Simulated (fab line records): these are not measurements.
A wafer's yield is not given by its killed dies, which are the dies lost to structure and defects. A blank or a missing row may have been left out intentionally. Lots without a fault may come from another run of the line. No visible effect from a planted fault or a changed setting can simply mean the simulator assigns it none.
2 desks, one fault || flow gf180mcu || only its own numbers are on each desk; what lay behind them is given at the end

FROM THE METROLOGY DESK
Lot by lot, what the gauges showed, no matter which tool ran the lot: averages of those sampled wafers that carry a number. The brackets show how far a lot's mean lies from the usual mean; more than 4 standard deviations puts the lot out of limits, marked OUT.
Columns: A = NWELL_OVL at GF_NWELL_OVL_MEAS_07, usual -0.8 nm; B = VT_IMPLANT_01_OVL at GF_VT_IMPLANT_OVL_MEAS_18, usual 1.5 nm
{"lot": "L178", "first seen here": "day 3 11:50", "A": -0.8, "B": 2.2}
{"lot": "L180", "first seen here": "day 3 19:59", "A": -0.1, "B": 1.7}
{"lot": "L181", "first seen here": "day 3 22:03", "A": -2.0, "B": 1.2}
{"lot": "L182", "first seen here": "day 4 08:50", "A": -0.0, "B": 2.5}
{"lot": "L185", "first seen here": "day 5 03:14", "A": -1.1, "B": -0.5}
{"lot": "L186", "first seen here": "day 5 11:29", "A": 0.1, "B": 4.3}
{"lot": "L187", "first seen here": "day 5 14:41", "A": -0.4, "B": 1.2}
{"lot": "L188", "first seen here": "day 5 20:35", "A": -1.9, "B": 3.3}
{"lot": "L189", "first seen here": "day 6 02:02", "A": -0.7, "B": 0.7}
{"lot": "L191", "first seen here": "day 6 07:05", "A": -0.3, "B": 2.6}
{"lot": "L199", "first seen here": "day 8 06:47", "A": -2.0, "B": 1.1}
{"lot": "L200", "first seen here": "day 8 10:21", "A": 0.5, "B": 2.4}
This desk found nothing out of limits on any of the 12 lots.

TOOL OWNER'S DESK, rie diel-01
The tool's own readings at GF_STI_ETCH_13 (etches the open film in CHF3/O2, stops on Si, target depth 282.31 nm, time 112.9 s): means of the sampled wafers that have a number, for each lot that ran on this tool. The brackets show how far a lot's mean lies from the usual mean; more than 4 standard deviations puts the lot out of limits, marked OUT.
Columns: A = bias w at GF_STI_ETCH_13, usual 200.0 W; B = drypump motor current A at GF_STI_ETCH_13, usual 5.7 A; C = oes product au at GF_STI_ETCH_13, usual 0.834 a.u.; D = throttle valve pct at GF_STI_ETCH_13, usual 8.811 %
{"lot": "L185", "first seen here": "day 3 12:18", "A": 200.0, "B": 5.7, "C": 0.854, "D": 8.812}
{"lot": "L186", "first seen here": "day 3 19:26", "A": 199.8, "B": 6.0, "C": 0.840, "D": 8.809}
{"lot": "L187", "first seen here": "day 4 02:23", "A": 199.8, "B": 6.0, "C": 0.835, "D": 8.811}
{"lot": "L188", "first seen here": "day 4 06:42", "A": 200.6, "B": 6.0, "C": 0.813, "D": 8.800}
{"lot": "L191", "first seen here": "day 4 21:05", "A": 200.7, "B": 5.9, "C": 0.823, "D": 8.809}
This desk found nothing out of limits on any of the 5 lots.

PUT TOGETHER
From the metrology desk's view, nothing was out of limits.
The tool owner's desk saw nothing out of limits.

WHAT THE SIMULATOR PUT IN
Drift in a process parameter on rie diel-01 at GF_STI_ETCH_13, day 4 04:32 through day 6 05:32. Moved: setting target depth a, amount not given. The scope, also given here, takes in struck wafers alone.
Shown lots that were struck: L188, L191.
